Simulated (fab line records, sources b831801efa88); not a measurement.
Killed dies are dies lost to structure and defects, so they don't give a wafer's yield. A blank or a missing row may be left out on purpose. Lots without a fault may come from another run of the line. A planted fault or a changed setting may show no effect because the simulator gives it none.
fab line records | flow sky130
record lots=6 wafers=18 last_day=50
route steps=708 shown POLY_CUT@314 SD_P@320 PAD_OPEN@708
lots that met no fault: from a run of the same line without faults
start_h: hours from the record's first day to the start of the lot's first wafer shown | wait_h: hours since the lot's step before | " the same as in the row above | L1.1+2: a row that stands for several wafers | - no value, or no start given | * or withheld: withheld | < > ~ a bound
route shown NAME@n: a module of which the file shows steps, and the number in the route of the first | usual: mean/standard deviation of fault-free wafers | same: alike in all rows | chamber/n: place in a boat | sites: the reading at each site | _std_site: their standard deviation | _edge_site: outer sites' mean less inner sites' | radius_mm: how far each site lies from the wafer's centre | mask NAME#n: copy n | behind: the tool/chamber that last shaped the wafer | hold: why the lot was held/for how many hours/how that ended | device: the transistor (n, p or np) that didn't switch | end of line: the same wafers' tests at the end of the route | a step without rows: its recipe alone | killed: dies lost to structure and defects at the first sort, not the wafer's yield | map: a wafer's dies, x killed, . not, _ none there
set.NAME: the setting as run; set.NAME@STEP: as run at that earlier step | model.NAME: the simulator's own value behind a step, which no gauge read
lots at some steps of the route; a table a step, a row a wafer
services: from which hour (start_h, from the record's first day; less than 0 if before it) a tool's chamber was out of use, for how many hours, and why
## steps
# step SKY_POLY_CUT_DEVELOP_07
# recipe develop_time_s=60 resist=KrF-thick dev_temp_c=21
# step SKY_POLY_CUT_CD_MEAS_08
# recipe target_cd_nm=270
# usual cd_nm=270.0/1.4
# columns lot.wafer tool chamber start_h wait_h cd_nm
L808.1 cd_sem-01 - 647.05 - 271.2
L808.2 " - " " 269.4
L808.4 " - " " 269.8
L809.4 cd_sem-01 - 652.20 - 268.9
L809.5 " - " " 269.5
L809.6 " - " " 267.7
L817.1 cd_sem-01 - 703.45 - 270.0
L817.2 " - " " 269.1
L817.6 " - " " 268.7
L818.3 cd_sem-01 - 726.59 - 270.7
L818.4 " - " " 271.8
L818.6 " - " " 271.1
L819.4 cd_sem-02 - 738.66 - 269.1
L819.5 " - " " 270.0
L819.6 " - " " 269.0
L820.1 cd_sem-01 - 755.60 - 266.6
L820.2 " - " " 268.5
L820.4 " - " " 268.7
# step SKY_POLY_CUT_OVL_MEAS_09
# usual POLY_CUT_OVL=0/5.5
# columns lot.wafer tool chamber start_h wait_h POLY_CUT_OVL[nm]
L808.1 overlay-01 - 647.17 0.1 1
L808.2 " - " " -4
L808.4 " - " " -9
L809.4 overlay-01 - 652.28 0.1 -4
L809.5 " - " " -5
L809.6 " - " " 5
L817.1 overlay-01 - 703.57 0.1 -3
L817.2 " - " " -3
L817.6 " - " " -4
L818.3 overlay-02 - 726.68 0.1 9
L818.4 " - " " 3
L818.6 " - " " 10
L819.4 overlay-02 - 738.74 0.1 9
L819.5 " - " " 9
L819.6 " - " " 5
L820.1 overlay-01 - 755.72 0.1 -5
L820.2 " - " " 1
L820.4 " - " " 2
# step SKY_POLY_CUT_ETCH_10
# recipe chemistry=N2/H2 target=BARC ion_energy_ev=200 source_w=500 bias_w=100 pressure_mtorr=30 n2_flow_sccm=100 h2_flow_sccm=200 stop_on=SiO2 time_s=45.9 target_depth_a=600
# usual drypump_motor_current_A=5.6/0.43 h2_flow_sccm=200.0/0.64 oes_product_au=0.855/0.0049 throttle_valve_pct=13.226/0.0092
# columns lot.wafer tool chamber start_h wait_h drypump_motor_current_A h2_flow_sccm oes_product_au rf_hours_counter_h throttle_valve_pct
L808.1 rie_diel-04 2 647.20 0.0 5.7 198.6 0.858 5 13.229
L808.2 " 3 " " 5.3 200.5 0.859 50 13.218
L808.4 " 2 " " 5.7 200.1 0.853 - 13.240
L809.4 rie_diel-04 0 652.32 0.0 5.8 199.9 0.861 - 13.233
L809.5 " 3 " " 5.2 199.0 0.858 - 13.226
L809.6 " 2 " " 5.8 200.4 0.863 - 13.246
L817.1 rie_diel-03 3 703.60 0.0 5.5 199.7 0.846 4 13.213
L817.2 " 0 " " 5.3 200.0 0.852 15 13.217
L817.6 " 2 " " 5.7 199.3 0.853 - 13.220
L818.3 rie_diel-04 0 726.70 0.0 5.9 199.8 0.851 4 13.203
L818.4 " 3 " " 5.2 200.6 0.854 - 13.217
L818.6 " 0 " " 5.9 199.1 0.856 - 13.227
L819.4 rie_diel-03 0 738.75 0.0 5.3 199.5 0.846 16 13.235
L819.5 " 3 " " 5.5 199.0 0.854 - 13.227
L819.6 " 0 " " 5.4 200.6 0.861 - 13.220
L820.1 rie_diel-04 1 755.75 0.0 5.6 200.3 0.859 1 13.220
L820.2 " 2 " " 5.7 198.9 0.859 8 13.230
L820.4 " 0 " " 5.9 198.7 0.864 - 13.231
# step SKY_POLY_CUT_ETCH_11
# recipe target=Si3N4 chemistry=CF4/CH2F2/Ar stop_on=poly-Si source_w=600 bias_w=150 pressure_mtorr=40 cf4_flow_sccm=40 ch2f2_flow_sccm=20 Ar_flow_sccm=150 time_s=42.5 target_depth_a=600
# usual ch2f2_flow_sccm=20.00/0.058 drypump_motor_current_A=5.6/0.43 oes_product_au=0.828/0.0059 throttle_valve_pct=14.994/0.0096
# columns lot.wafer tool chamber start_h wait_h ch2f2_flow_sccm drypump_motor_current_A oes_product_au rf_hours_counter_h throttle_valve_pct
L808.1 rie_diel-04 2 647.25 0.0 19.91 5.7 0.830 5 14.983
L808.2 " 3 " " 19.99 5.3 0.833 50 15.000
L808.4 " 2 " " 19.92 5.7 0.831 - 14.989
L809.4 rie_diel-04 0 652.36 0.0 20.05 5.9 0.826 - 14.983
L809.5 " 3 " " 20.10 5.3 0.819 - 14.987
L809.6 " 2 " " 20.02 5.7 0.823 - 14.996
L817.1 rie_diel-03 3 703.65 0.0 19.88 5.5 0.834 4 14.993
L817.2 " 0 " " 20.02 5.3 0.831 15 15.007
L817.6 " 2 " " 20.01 5.7 0.835 - 14.984
L818.3 rie_diel-04 0 726.75 0.0 20.00 5.9 0.829 4 14.991
L818.4 " 3 " " 20.01 5.2 0.829 - 14.999
L818.6 " 0 " " 20.02 5.9 0.826 - 14.987
L819.4 rie_diel-03 0 738.80 0.0 19.99 5.3 0.827 16 15.007
L819.5 " 3 " " 19.91 5.5 0.821 - 14.988
L819.6 " 0 " " 19.94 5.4 0.826 - 14.992
L820.1 rie_diel-04 1 755.80 0.0 19.89 5.7 0.829 1 14.989
L820.2 " 2 " " 19.98 5.7 0.821 8 14.992
L820.4 " 0 " " 19.99 5.9 0.823 - 15.001
# step SKY_POLY_CUT_STRIP_12
# recipe chemistry=O2/N2 power_w=1400 pressure_mtorr=1500 platen_temp_c=withheld o2_flow_sccm=3000 n2_flow_sccm=300 overash_fraction=0.5
# usual drypump_motor_current_A=5.83/0.12 oes_product_au=0.453/0.0044 strip_time_to_endpoint_s=5.364/0.016
# columns lot.wafer tool chamber start_h wait_h drypump_motor_current_A oes_product_au rf_hours_counter_h strip_time_to_endpoint_s
L808.1 plasma_asher-02 0 647.29 0.0 5.66 0.454 97 5.383
L808.2 " 1 " " 5.92 0.458 97 5.375
L808.4 " 1 " " 5.88 0.454 - 5.377
L809.4 plasma_asher-01 0 652.41 0.0 5.64 0.458 - 5.365
L809.5 " 1 " " 5.74 0.447 - 5.375
L809.6 " 0 " " 5.62 0.451 - 5.358
L817.1 plasma_asher-01 0 703.69 0.0 5.63 0.455 24 5.375
L817.2 " 1 " " 5.74 0.447 24 5.383
L817.6 " 1 " " 5.73 0.452 - 5.377
L818.3 plasma_asher-04 1 726.82 0.1 5.91 0.463 - 5.361
L818.4 " 0 " " 5.89 0.448 - 5.346
L818.6 " 0 " " 5.91 0.450 - 5.356
L819.4 plasma_asher-04 1 738.87 0.1 5.89 0.447 - 5.361
L819.5 " 1 " " 5.95 0.459 - 5.369
L819.6 " 0 " " 5.92 0.453 - 5.376
L820.1 plasma_asher-02 1 755.84 0.0 5.91 0.456 1 5.371
L820.2 " 0 " " 5.68 0.450 1 5.355
L820.4 " 1 " " 5.87 0.452 - 5.359
# step SKY_SD_P_DEHYDRATE_00
# recipe temp_c=200 time_s=60
# step SKY_SD_P_HMDS_01
# recipe prime_time_s=60 prime_temp_c=120
# step SKY_SD_P_COAT_02
# recipe resist=NOVOLAK spin_rpm=3000 resist_thk_nm=1140
# step SKY_SD_P_SOFTBAKE_03
# recipe temp_c=90 time_s=60 resist=NOVOLAK
# step SKY_SD_P_EXPOSE_04
# recipe mask_id=PSDM na=0.6 source_shape=conventional sigma_outer=0.6 polarization=unpolarized target_cd_nm=380 dose_mj=138
# step SKY_SD_P_PEB_05
# recipe temp_c=withheld time_s=* resist=NOVOLAK
# step SKY_SD_P_DEVELOP_06
# recipe resist=NOVOLAK developer=TMAH develop_time_s=60 dev_temp_c=23
# columns lot.wafer tool chamber start_h wait_h
L808.1+2+4 litho_track-03 0 673.07 0.1
L809.4+5+6 litho_track-04 0 680.24 0.1
L817.1+2+6 litho_track-03 0 730.57 0.1
L818.3+4+6 litho_track-04 0 753.71 0.1
L819.4+5+6 litho_track-03 0 766.00 0.1
L820.1+2+4 litho_track-01 0 782.15 0.1
# step SKY_SD_P_CD_MEAS_07
# recipe target_cd_nm=380
# usual cd_nm=379.2/2.3
# columns lot.wafer tool chamber start_h wait_h cd_nm
L808.1 cd_sem-01 - 673.22 0.1 380.4
L808.2 " - " " 379.4
L808.4 " - " " 379.8
L809.4 cd_sem-01 - 680.37 0.1 379.7
L809.5 " - " " 377.7
L809.6 " - " " 378.2
L817.1 cd_sem-02 - 730.72 0.1 345.6
L817.2 " - " " 345.9
L817.6 " - " " 343.2
L818.3 cd_sem-02 - 753.85 0.1 375.7
L818.4 " - " " 378.0
L818.6 " - " " 377.7
L819.4 cd_sem-01 - 766.13 0.1 343.3
L819.5 " - " " 345.4
L819.6 " - " " 343.8
L820.1 cd_sem-01 - 782.30 0.1 376.6
L820.2 " - " " 380.0
L820.4 " - " " 379.9
# step SKY_SD_P_OVL_MEAS_08
# usual SD_P_OVL=-0.1/1.4
# columns lot.wafer tool chamber start_h wait_h SD_P_OVL[nm]
L808.1 overlay-01 - 673.34 0.1 0.6
L808.2 " - " " -0.8
L808.4 " - " " 1.6
L809.4 overlay-02 - 680.45 0.1 0.8
L809.5 " - " " -0.7
L809.6 " - " " -0.7
L817.1 overlay-02 - 730.84 0.1 -1.9
L817.2 " - " " -1.2
L817.6 " - " " -1.4
L818.3 overlay-01 - 753.94 0.1 -2.4
L818.4 " - " " 0.0
L818.6 " - " " -2.2
L819.4 overlay-01 - 766.21 0.1 -1.7
L819.5 " - " " -0.8
L819.6 " - " " 0.2
L820.1 overlay-02 - 782.42 0.1 -0.6
L820.2 " - " " 0.5
L820.4 " - " " 1.2
# step SKY_PAD_OPEN_PROBE_99
# usual killed_at_M0_to_M3=43/7.7 killed_at_M4_up=2.9/1.9 killed_at_contacts=24/5.9 killed_at_front_end=16/5.1 killed_at_other=0.3/0.63 killed_dies=86/10 killed_on_rim=16/3.6 killed_open=47/7.6 killed_short=39/6.8
# same gross_dies=492 killed_at_back_side=0
# columns lot.wafer tool chamber start_h wait_h killed_at_M0_to_M3 killed_at_M4_up killed_at_contacts killed_at_front_end killed_at_other killed_dies killed_on_rim killed_open killed_short
L808.1 prober-01 - 1134.89 0.1 53 2 34 23 0 112 12 68 42
L808.2 prober-01 - 1134.94 0.1 42 1 34 23 0 100 17 56 44
L808.4 prober-01 - 1135.04 0.2 41 2 23 11 0 77 18 49 28
L809.4 prober-02 - 1142.18 0.2 47 3 25 8 1 84 17 51 33
L809.5 prober-02 - 1142.23 0.2 47 2 27 16 1 93 19 58 35
L809.6 prober-02 - 1142.28 0.2 50 3 29 11 0 93 17 59 34
L817.1 prober-02 - 1171.03 0.1 38 5 16 24 0 83 19 43 39
L817.2 prober-02 - 1171.08 0.1 48 2 30 11 0 91 12 54 36
L817.6 prober-02 - 1171.28 0.2 48 5 20 20 0 93 23 54 38
L820.1 prober-02 - 1203.06 0.1 42 2 30 15 0 89 19 47 42
L820.2 prober-02 - 1203.11 0.1 48 7 15 15 2 87 15 42 45
L820.4 prober-02 - 1203.21 0.2 34 3 26 11 0 74 11 39 35
# killed by level:class
L808.1 CONTACT:geometric_particle:open=16 LI_CONTACT:geometric_particle:open=11 VIA1:geometric_particle:open=11 POLY_GATE:geometric_particle:short=8 VIA2:geometric_particle:open=8 POLY_GATE:geometric_particle:open=6 METAL1:geometric_particle:short=6 VIA2:geometric_particle:short=5
L808.2 CONTACT:geometric_particle:open=12 VIA1:geometric_particle:open=11 LI_CONTACT:geometric_particle:open=10 POLY_GATE:geometric_particle:short=9 VIA3:geometric_particle:open=9 FIELD_ISO:geometric_particle:open=5 METAL2:geometric_particle:short=5 LI_CONTACT:geometric_particle:short=4
L808.4 VIA1:geometric_particle:open=12 CONTACT:geometric_particle:open=9 VIA3:geometric_particle:open=6 LI_CONTACT:geometric_particle:open=5 CONTACT:geometric_particle:short=5 VIA2:geometric_particle:open=5 POLY_GATE:geometric_particle:short=4 METAL2:geometric_particle:short=4
L809.4 VIA1:geometric_particle:open=17 CONTACT:geometric_particle:open=10 METAL2:geometric_particle:short=9 LI_CONTACT:geometric_particle:open=6 VIA3:geometric_particle:open=6 LI_CONTACT:geometric_particle:short=5 METAL1:geometric_particle:short=4 CONTACT:geometric_particle:short=4
L809.5 VIA1:geometric_particle:open=16 CONTACT:geometric_particle:open=11 VIA2:geometric_particle:open=8 METAL1:geometric_particle:short=7 FIELD_ISO:geometric_particle:open=6 POLY_GATE:geometric_particle:open=6 CONTACT:geometric_particle:short=6 LI_CONTACT:geometric_particle:open=5
L809.6 VIA1:geometric_particle:open=15 CONTACT:geometric_particle:open=13 VIA2:geometric_particle:open=10 VIA1:geometric_particle:short=7 POLY_GATE:geometric_particle:open=6 LI_CONTACT:geometric_particle:open=5 VIA3:geometric_particle:short=5 CONTACT:geometric_particle:short=5
L817.1 VIA1:geometric_particle:open=8 FIELD_ISO:geometric_particle:short=7 FIELD_ISO:geometric_particle:open=5 LI_CONTACT:geometric_particle:open=5 VIA3:geometric_particle:open=5 METAL2:geometric_particle:short=5 VIA3:geometric_particle:short=4 CONTACT:geometric_particle:open=4
L817.2 VIA1:geometric_particle:open=15 VIA2:geometric_particle:open=9 CONTACT:geometric_particle:open=8 LI_CONTACT:geometric_particle:open=8 METAL1:geometric_particle:short=7 LOCAL_INTERCONNECT:geometric_particle:short=6 VIA2:geometric_particle:short=5 FIELD_ISO:geometric_particle:open=4
L817.6 VIA2:geometric_particle:open=13 CONTACT:geometric_particle:open=8 VIA1:geometric_particle:open=8 FIELD_ISO:geometric_particle:open=7 METAL2:geometric_particle:short=7 LI_CONTACT:geometric_particle:open=5 VIA2:geometric_particle:short=5 METAL4:geometric_particle:short=4
L820.1 CONTACT:geometric_particle:open=18 METAL2:geometric_particle:short=8 VIA2:geometric_particle:open=8 VIA1:geometric_particle:short=5 POLY_GATE:geometric_particle:open=4 LI_CONTACT:geometric_particle:short=4 VIA1:geometric_particle:open=4 METAL1:geometric_particle:short=4
L820.2 VIA1:geometric_particle:open=12 VIA1:geometric_particle:short=9 VIA2:geometric_particle:open=8 METAL4:geometric_particle:short=7 POLY_GATE:geometric_particle:short=5 LI_CONTACT:geometric_particle:open=5 VIA3:geometric_particle:open=5 VIA3:geometric_particle:short=5
L820.4 CONTACT:geometric_particle:open=10 METAL2:geometric_particle:short=7 LI_CONTACT:geometric_particle:short=6 VIA1:geometric_particle:open=6 VIA3:geometric_particle:open=6 POLY_GATE:geometric_particle:short=4 LI_CONTACT:geometric_particle:open=4 METAL1:geometric_particle:short=4
## services
# columns tool chamber start_h hours kind
rie_diel-03 2 636.01 - clean
rie_diel-03 2 636.01 14.7 scheduled_down
rie_diel-03 2 636.01 14.7 vent_cycle
rie_diel-04 1 636.48 - clean
rie_diel-04 1 636.48 25.5 scheduled_down
rie_diel-04 1 636.48 25.5 vent_cycle
rie_diel-03 - 636.85 4.0 pm
rie_diel-03 3 644.03 9.4 repair
plasma_asher-04 - 673.12 2.3 repair
rie_diel-04 1 673.40 7.2 repair
rie_diel-04 0 716.77 1.4 repair
rie_diel-04 1 717.31 18.1 repair
rie_diel-04 - 730.03 22.2 repair
plasma_asher-02 - 733.75 9.0 pm
plasma_asher-02 0 733.75 9.0 vent_cycle
plasma_asher-02 1 733.75 9.0 vent_cycle
plasma_asher-02 0 742.75 - clean
plasma_asher-02 1 742.75 - clean
rie_diel-04 3 752.19 - clean
rie_diel-04 3 752.19 22.2 scheduled_down
rie_diel-04 3 752.19 22.2 vent_cycle
plasma_asher-04 - 771.42 4.5 repair
## key
first_sign step=SKY_SD_P_CD_MEAS_07 reading=cd_nm direction=down sigmas=15 usual=379.2 struck=344.5
effect none on later readings
met_at SKY_SD_P_DEVELOP_06
struck_wafers L817.1,L817.2,L817.6,L819.4,L819.5,L819.6
tester_left_out L817,L819
onset_between 673.07 730.57
also_fits SKY_POLY_CUT_ETCH_10:rie_diel-03,SKY_POLY_CUT_ETCH_11:rie_diel-03
fault kind=process_parameter_drift tool=litho_track-03 chamber=- onset_h=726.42 steps=SKY_SD_P_DEVELOP_06 channel=develop_time_s offset=* shape=step end_h=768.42 acts_in=* stated=*
# tester_left_out: of these lots the tester's yield and bins aren't shown, on N5 and GAA mostly nor the transistor test; their killed dies are dies lost to structure and defects alone, not to doping, threshold or leakage, so they don't give the yield
